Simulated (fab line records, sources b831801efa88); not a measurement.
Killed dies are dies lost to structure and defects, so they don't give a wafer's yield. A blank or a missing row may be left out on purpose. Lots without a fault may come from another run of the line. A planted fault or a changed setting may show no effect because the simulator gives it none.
Which tool did it? | flow gf180mcu | 14 lots, 42 wafers sampled, at 3 steps of a route of 602

WHAT THE GAUGES READ, wafer by wafer
GF_MIM_THK_MEAS_06. Usual: MIM_CVD_05_THK 41.8 nm, standard deviation 0.69.
lot  | measured     | on            | MIM_CVD_05_THK (nm) | flag
L569 | day 24 13:12 | film_metro-03 | 40.9 41.2 41.0      |
L570 | day 25 02:19 | film_metro-02 | 42.3 42.6 43.1      |
L571 | day 25 04:23 | film_metro-02 | 42.0 42.2 41.5      |
L572 | day 25 15:53 | film_metro-02 | 41.7 43.4 42.6      |
L574 | day 26 07:01 | film_metro-03 | 41.4 43.0 42.0      |
L576 | day 26 19:48 | film_metro-02 | 42.8 42.5 42.9      |
L577 | day 27 06:35 | film_metro-02 | 41.7 42.0 42.2      |
L578 | day 27 14:37 | film_metro-04 | 42.0 42.4 42.1      |
L579 | day 27 20:38 | film_metro-02 | 40.9 42.5 42.2      |
L580 | day 28 04:50 | film_metro-04 | 41.5 41.9 40.8      |
L586 | day 30 03:55 | film_metro-04 | 41.0 42.3 41.7      |
L587 | day 30 05:47 | film_metro-03 | 41.0 42.1 42.5      |
L589 | day 30 13:16 | film_metro-02 | 42.0 41.3 41.4      |
L592 | day 31 11:25 | film_metro-03 | 41.9 41.1 41.7      |

WHICH TOOL RAN EACH LOT (tool, then ch and the chambers of the sampled wafers, then the start)
lot  | GF_MIM_SPUTTER_02            | GF_MIM_CVD_05
L569 | pvd_sputter-01, day 24 13:05 | pecvd-01 ch 0,1,2, day 24 13:10
L570 | pvd_sputter-02, day 25 02:12 | pecvd-03 ch 0,2, day 25 02:17
L571 | pvd_sputter-01, day 25 04:16 | pecvd-04 ch 0,1,2, day 25 04:22
L572 | pvd_sputter-02, day 25 15:46 | pecvd-04 ch 1,2, day 25 15:52
L574 | pvd_sputter-01, day 26 06:54 | pecvd-04 ch 0,2, day 26 06:59
L576 | pvd_sputter-02, day 26 19:39 | pecvd-04 ch 1,2, day 26 19:44
L577 | pvd_sputter-01, day 27 06:27 | pecvd-01 ch 1,2, day 27 06:32
L578 | pvd_sputter-01, day 27 14:29 | pecvd-03 ch 1,2, day 27 14:34
L579 | pvd_sputter-01, day 27 20:29 | pecvd-03 ch 0,2, day 27 20:35
L580 | pvd_sputter-03, day 28 04:43 | pecvd-01 ch 0,1,2, day 28 04:49
L586 | pvd_sputter-02, day 30 03:47 | pecvd-03 ch 0,1,2, day 30 03:53
L587 | pvd_sputter-01, day 30 05:40 | pecvd-03 ch 1,2, day 30 05:46
L589 | pvd_sputter-03, day 30 13:08 | pecvd-01 ch 0,1,2, day 30 13:14
L592 | pvd_sputter-01, day 31 11:13 | pecvd-01 ch 0,1,2, day 31 11:19
- GF_MIM_SPUTTER_02: material AlCu, target thk 450 nm, time 23.9 s.
- GF_MIM_CVD_05: deposits Si3N4, target thk 42 nm, time 29.086 s.

WHAT THE TOOLS THEMSELVES READ (means of the sampled wafers that have a number; where no wafer has one, the mark that the record gives instead)
GF_MIM_SPUTTER_02. Usual: cathode_dc_power_W 10600 W, standard deviation 1.8; throttle_valve_pct 29.8 %, standard deviation 1.2.
lot  | tool           | cathode_dc_power_W (W) | throttle_valve_pct (%) | flag
L569 | pvd_sputter-01 | 10600                  | 30.6                   |
L570 | pvd_sputter-02 | 10599                  | 27.1                   |
L571 | pvd_sputter-01 | 10600                  | 29.8                   |
L572 | pvd_sputter-02 | 10601                  | 28.4                   |
L574 | pvd_sputter-01 | 10600                  | 30.4                   |
L576 | pvd_sputter-02 | 10599                  | 27.8                   |
L577 | pvd_sputter-01 | 10601                  | 29.8                   |
L578 | pvd_sputter-01 | 10599                  | 30.3                   |
L579 | pvd_sputter-01 | 10599                  | 30.2                   |
L580 | pvd_sputter-03 | 10599                  | 29.6                   |
L586 | pvd_sputter-02 | 10599                  | 28.2                   |
L587 | pvd_sputter-01 | 10601                  | 30.5                   |
L589 | pvd_sputter-03 | 10601                  | 30.5                   |
L592 | pvd_sputter-01 | 10600                  | 29.9                   |

GF_MIM_CVD_05. Usual: heater_power_w 637 W, standard deviation 88; susceptor_temp_C 385.00 C, standard deviation 0.23.
lot  | tool     | heater_power_w (W) | susceptor_temp_C (C) | flag
L569 | pecvd-01 | 721                | 384.85               |
L570 | pecvd-03 | 674                | 385.23               |
L571 | pecvd-04 | 523                | 385.15               |
L572 | pecvd-04 | 587                | 384.80               |
L574 | pecvd-04 | 486                | 384.91               |
L576 | pecvd-04 | 558                | 384.82               |
L577 | pecvd-01 | 681                | 385.03               |
L578 | pecvd-03 | 664                | 384.96               |
L579 | pecvd-03 | 616                | 384.86               |
L580 | pecvd-01 | 733                | 385.17               |
L586 | pecvd-03 | 664                | 384.95               |
L587 | pecvd-03 | 652                | 385.16               |
L589 | pecvd-01 | 696                | 385.07               |
L592 | pecvd-01 | 677                | 385.12               |

THE ANSWER, worked out from the rows above alone
Rule: a lot is off if the mean of its wafers that have a number lies more than 3 standard deviations from the usual mean. A lot without any number at a reading at which 4 lots or more have one is off too. The other lots that the step has rows for count as sound. The gauges are gone through in route order, then the tools' own readings, and for those a lot's mean is taken as printed above. The first step at which some lot is off is used, and at that step the reading that is off furthest; a lot without a number counts as furthest.
No lot is off at any reading shown: from this, nothing can be told.

WHAT THE SIMULATOR HAD PUT IN
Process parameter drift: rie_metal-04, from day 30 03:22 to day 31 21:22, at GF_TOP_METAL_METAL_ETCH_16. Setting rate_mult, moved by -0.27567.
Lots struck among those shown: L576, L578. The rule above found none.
